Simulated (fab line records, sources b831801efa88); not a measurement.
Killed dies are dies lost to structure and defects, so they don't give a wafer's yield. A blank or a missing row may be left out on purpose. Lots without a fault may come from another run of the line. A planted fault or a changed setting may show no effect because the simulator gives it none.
Problem report in the 8D (eight disciplines) form, filled by code | flow sky130 | the parts of the form that need people (team, actions taken, sign-off) are left out

1. THE PROBLEM
bias_w at SKY_VIA2_ETCH_14 reads a mean of 107.41 W on 9 wafers of 3 lots; wafers without a fault read 99.99 W with a standard deviation of 0.29. That is +26 standard deviations from the usual mean.
The step: etches BARC in N2/H2, stops on SiO2, time 45.9 s, target depth 60 nm.
First seen on wafer L404.3, day 40 01:44, on rie_diel-01. The record holds 36 wafers of 12 lots with a number at this step. Rule for "out", or "out of limits": more than 4 standard deviations from the usual mean. The other wafers with a number count as sound.

2. WHAT IT IS AND WHAT IT IS NOT
question                    | is                     | is not
which readings at this step | bias_w                 | drypump_motor_current_A, n2_flow_sccm
which lots                  | L404, L406, L407       | L395, L397, L399, L400, L402, L403, L405, L413, L414
which wafers of those lots  | all that have a number | -
read on which tools         | rie_diel-01            | rie_diel-02, rie_diel-04
when                        | from day 40 01:44      | up to then (18 sound wafers); but 9 sound wafers of L405, L413, L414 came after

3. SUSPECTS, AND WHAT RULES EACH OUT
Counting: a tool at a process step up to the reading stays a suspect if it ran every lot that is out and no sound lot after the first of them.
- rie_diel-01 at SKY_VIA2_ETCH_14 (etches BARC in N2/H2, stops on SiO2, time 45.9 s, target depth 60 nm): kept. It ran every lot that is out, first L404 (day 40 01:44), and no sound lot after that; its last sound lot up to then is L403 (day 39 17:41). Its own readings are out on those wafers: bias_w.
Left after counting: rie_diel-01 at SKY_VIA2_ETCH_14.

4. THE CAUSE (what the simulator had put in)
Process parameter drift: rie_diel-01, from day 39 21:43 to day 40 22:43, at SKY_VIA2_ETCH_14. Setting bias_w, moved by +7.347, from 100. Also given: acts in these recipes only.
Counting left only this tool.

5. THE CHAIN OF EFFECTS, in route order
Each row: a reading whose mean over the struck wafers that have a number lies more than 3 standard deviations from the usual. Only readings for which the record gives a usual standard deviation are gone through. hours: the time from each lot's start at the first step in this table that gives one to its start at this step, as a median over the lots. sigmas: the change in usual standard deviations.
hours | step             | reading | usual   | on struck wafers | change | sigmas
0     | SKY_VIA2_ETCH_14 | bias_w  | 99.99 W | 107.41           | +7.42  | +26
The process steps in it:
- SKY_VIA2_ETCH_14: etches BARC in N2/H2, stops on SiO2, time 45.9 s, target depth 60 nm.
Later measuring or inspecting steps at which every struck wafer that the step has a row for has a number for every such reading, and none has moved that far: SKY_VIA2_THK_MEAS_23.

6. WHAT WOULD HAVE CAUGHT IT SOONER
In this record the first reading out of limits was taken at day 40 01:44, 4 hours after the fault began at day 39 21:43.
